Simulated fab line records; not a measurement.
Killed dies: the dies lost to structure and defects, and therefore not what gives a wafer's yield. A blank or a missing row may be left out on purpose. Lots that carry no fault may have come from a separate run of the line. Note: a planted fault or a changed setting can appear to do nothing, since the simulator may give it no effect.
Chamber matching -- flow gf180mcu -- GF_V5_CVD_02 on pecvd-01 has 3 sister chambers
The step deposits SiO2 from TEOS, target thk 1450 nm, time 163.28 s. 6 wafers are shown with their chamber, then 11 later ones without.

WAFERS WITH THEIR CHAMBER
wafer,chamber,heater power w (W)
L078.1,0,515
L078.4,0,571
L086.1,1,745
L086.4,1,879
L086.5,2,449
L088.4,2,451

WAFERS MISSING THEIR CHAMBER
wafer,heater power w (W)
L088.5,588
L088.6,898
L090.1,486
L090.4,772
L090.6,578
L092.1,597
L092.2,778
L092.3,403
L095.4,602
L095.5,362
L095.6,482

EACH ONE'S CHAMBER
wafer,from the rows above,in truth
L088.5,can't be placed: 0 or 2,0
L088.6,1,1
L090.1,can't be placed: 2 or 0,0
L090.4,1,1
L090.6,can't be placed: 0 or 2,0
L092.1,can't be placed: 0 or 2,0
L092.2,1,1
L092.3,can't be placed: 2 or 0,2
L095.4,can't be placed: 0 or 2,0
L095.5,can't be placed: 2 or 0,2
L095.6,can't be placed: 2 or 0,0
Correct placement for 3 of the 11. Not placeable from these rows: 8 (in 8, the candidates include the true chamber). Number placed wrongly: 0.
How it was worked out, from the rows above alone: a wafer's distance from a chamber is the root of the sum, over the readings, of the square of ((its reading less the chamber's mean) divided by the reading's scatter). If the next closest chamber is less than 2 further off than the closest, the wafer can't be placed; otherwise it belongs to the closest. Each chamber's mean is taken over the wafers shown for it. The scatter: take each reading less its chamber's mean, square it, sum over the shown wafers, divide by the number of wafers less the number of chambers, and take the root.
